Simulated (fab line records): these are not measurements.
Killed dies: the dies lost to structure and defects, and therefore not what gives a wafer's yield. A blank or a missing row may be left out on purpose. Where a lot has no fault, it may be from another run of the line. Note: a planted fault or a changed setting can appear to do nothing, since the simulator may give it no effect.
Matching of chambers :: flow gf180mcu :: cmp-02 running GF_STI_CMP_25: 4 sister chambers
The step polishes, stops on Si3N4, t overpolish 33 s, target thk 524.6 nm. 8 wafers are shown with their chamber, then 7 later ones without.

## WAFERS, EACH WITH ITS CHAMBER
wafer: L780.5
chamber: 1
motor_current_A (A): 11.4
time_to_endpoint_s (s): 123

wafer: L782.2
chamber: 0
motor_current_A (A): 12.5
time_to_endpoint_s (s): 115

wafer: L782.3
chamber: 2
motor_current_A (A): 14.8
time_to_endpoint_s (s): 119

wafer: L784.2
chamber: 0
motor_current_A (A): 13.7
time_to_endpoint_s (s): 118

wafer: L784.5
chamber: 2
motor_current_A (A): 15.0
time_to_endpoint_s (s): 120

wafer: L784.6
chamber: 3
motor_current_A (A): 10.9
time_to_endpoint_s (s): 121

wafer: L791.1
chamber: 3
motor_current_A (A): 10.6
time_to_endpoint_s (s): 132

wafer: L791.3
chamber: 1
motor_current_A (A): 11.1
time_to_endpoint_s (s): 126

## WAFERS WITH NO CHAMBER GIVEN
wafer: L791.6
motor_current_A (A): 11.2
time_to_endpoint_s (s): 127

wafer: L795.2
motor_current_A (A): 11.0
time_to_endpoint_s (s): 120

wafer: L795.5
motor_current_A (A): 14.4
time_to_endpoint_s (s): 120

wafer: L795.6
motor_current_A (A): 11.8
time_to_endpoint_s (s): 120

wafer: L797.1
motor_current_A (A): 13.6
time_to_endpoint_s (s): 115

wafer: L797.3
motor_current_A (A): 11.8
time_to_endpoint_s (s): 121

wafer: L797.4
motor_current_A (A): 14.4
time_to_endpoint_s (s): 118

## WHICH CHAMBER EACH WENT THROUGH
wafer: L791.6
from the rows above: can't be placed: 1 or 3
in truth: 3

wafer: L795.2
from the rows above: can't be placed: 1 or 3
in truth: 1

wafer: L795.5
from the rows above: can't be placed: 2 or 0
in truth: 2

wafer: L795.6
from the rows above: can't be placed: 1 or 3 or 0
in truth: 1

wafer: L797.1
from the rows above: can't be placed: 0 or 2
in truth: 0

wafer: L797.3
from the rows above: can't be placed: 1 or 3 or 0
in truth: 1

wafer: L797.4
from the rows above: can't be placed: 2 or 0
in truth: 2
Placed correctly: 0 of 7. From these rows, 7 cannot be placed; in 7 the true chamber is one of the candidates. 0 placed wrongly.
How it was worked out, from the rows above alone: a wafer's distance from a chamber is the root of the sum, over the readings, of the square of ((its reading less the chamber's mean) divided by the reading's scatter). The wafer belongs to the nearest chamber; if the next one is less than 2 further off, it can't be placed. A chamber's mean is the mean of its shown wafers. How the scatter is found: for the shown wafers, subtract from each reading the mean of its chamber, square and add these, divide the total by (wafers less chambers), then take the root.
